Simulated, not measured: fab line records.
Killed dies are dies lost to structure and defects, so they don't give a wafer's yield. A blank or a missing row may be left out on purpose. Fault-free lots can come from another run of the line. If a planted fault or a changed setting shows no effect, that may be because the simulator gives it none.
Split-lot trial | flow sfq_line | route with 325 steps; 5 lots, 23 wafers read

## ON THE SPLIT
At SFQ_TRILAYER_M1_BARC_OPEN_METAL_ETCH_054 (etches BARC in O2, target depth 125 nm, time 41.7 s), the setting time_s was moved away from the recipe's 41.7 s on 7 of the 23 wafers read, by +7.8% to +14.5%. For the rest of the wafers, this setting stayed at what the recipe calls for.

Reading taken at the split's own step.

## THE READING
KrF_of_TRILAYER_M1_LITHO_COAT_039.thk_nm (the simulator's own value, which no gauge read), in nm, at SFQ_TRILAYER_M1_BARC_OPEN_METAL_ETCH_054 (etches BARC in O2, target depth 125 nm, time 41.7 s). There is no usual value for it anywhere in the file. The 16 wafers here that ran the recipe average 522.1 nm, standard deviation 1.3 nm.

wafer  | tool, chamber at the split | time_s as run, s | against the recipe | KrF_of_TRILAYER_M1_LITHO_COAT_039.thk_nm, nm | against lot-mates on the recipe
L075.1 | rie_metal-02, 1            | 41.7             | recipe             | 520.8                                        | -
L075.2 | rie_metal-02, 0            | 41.7             | recipe             | 521.1                                        | -
L075.3 | rie_metal-02, 0            | 41.7             | recipe             | 520.7                                        | -
L075.5 | rie_metal-02, 0            | 41.7             | recipe             | 521.8                                        | -
L075.6 | rie_metal-02, 1            | 41.7             | recipe             | 522.9                                        | -
L080.1 | rie_metal-02, 0            | 41.7             | recipe             | 523.1                                        | -
L080.3 | rie_metal-02, 1            | 46.23            | +10.9%             | 518.9                                        | -5.5
L080.4 | rie_metal-02, 0            | 46.23            | +10.9%             | 519.9                                        | -4.5
L080.5 | rie_metal-02, 1            | 41.7             | recipe             | 525.6                                        | -
L080.6 | rie_metal-02, 0            | 46.23            | +10.9%             | 517                                          | -7.4
L082.1 | rie_metal-02, 0            | 44.94            | +7.8%              | 519.5                                        | -2.9
L082.2 | rie_metal-02, 1            | 44.94            | +7.8%              | 518.6                                        | -3.8
L082.4 | rie_metal-02, 1            | 41.7             | recipe             | 523.4                                        | -
L082.5 | rie_metal-02, 0            | 41.7             | recipe             | 522                                          | -
L082.6 | rie_metal-02, 1            | 41.7             | recipe             | 521.7                                        | -
L084.1 | rie_metal-01, 1            | 41.7             | recipe             | 521.5                                        | -
L084.2 | rie_metal-01, 0            | 41.7             | recipe             | 523.5                                        | -
L084.4 | rie_metal-01, 1            | 47.76            | +14.5%             | 515.8                                        | -6.2
L084.5 | rie_metal-01, 1            | 41.7             | recipe             | 520.9                                        | -
L084.6 | rie_metal-01, 0            | 47.76            | +14.5%             | 515.4                                        | -6.6
L085.2 | rie_metal-04, 1            | 41.7             | recipe             | 521.3                                        | -
L085.3 | rie_metal-04, 0            | 41.7             | recipe             | 520.8                                        | -
L085.4 | rie_metal-04, 1            | 41.7             | recipe             | 521.9                                        | -

THE FIT
A straight line over all 23 wafers: KrF_of_TRILAYER_M1_LITHO_COAT_039.thk_nm changes by -0.39 nm for each +1% of time_s; r = -0.86; the points scatter about the line by 1.3 nm.
The same after taking each lot's own level away (the mean of its wafers on the recipe; 23 wafers): -0.472 nm for each +1%; r = -0.94; scatter 0.95 nm.
On that fit, the largest move of time_s shifts the reading by 6.9 nm.
The span of the lots' own levels, 521.33 to 524.35 nm, comes to 2.3 times the standard deviation stated above.
So the slope is not independent of the lot-to-lot level: the two fits are not the same.
Check: for one of the wafers moved furthest among these (+14.5%), held out of the fit, the line's prediction against its lot-mates is -7.09 nm. Against them it came out at -6.17 nm.

## ADDITIONAL SPLITS CARRIED BY THESE WAFERS
Note: prior to the reading, these wafers also went through further splits. Each is held against what the fit with the lots' levels taken away leaves over:
other split on the same wafers                   | wafers away from the commonest value | r with KrF_of_TRILAYER_M1_LITHO_COAT_039.thk_nm (lot level and that fit taken away)
SFQ_TRILAYER_INCOMING_OXIDATION_002 ox_time_s    | 18                                   | +0.16
SFQ_TRILAYER_L0_LITHO_COAT_005 spin_rpm          | 5                                    | -0.18
SFQ_TRILAYER_L0_VIA_LITHO_COAT_013 spin_rpm      | 9                                    | -0.05
SFQ_TRILAYER_M0_DEP_SPUTTER_019 time_s           | 5                                    | -0.03
SFQ_TRILAYER_M0_LITHO_PEB_024 peb_time_s         | 6                                    | -0.37
SFQ_TRILAYER_I0_VIA_LITHO_COAT_031 resist_thk_nm | 9                                    | -0.12
SFQ_TRILAYER_I0_VIA_ETCH_VIA_ETCH_034 bias_w     | 11                                   | +0.12
SFQ_TRILAYER_M1_LITHO_COAT_044 spin_rpm          | 8                                    | +0.05

## THE FILE'S OWN FIT
KrF_of_TRILAYER_M1_LITHO_COAT_039.thk_nm changes by -0.461 nm for each +1% of time_s, r = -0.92.
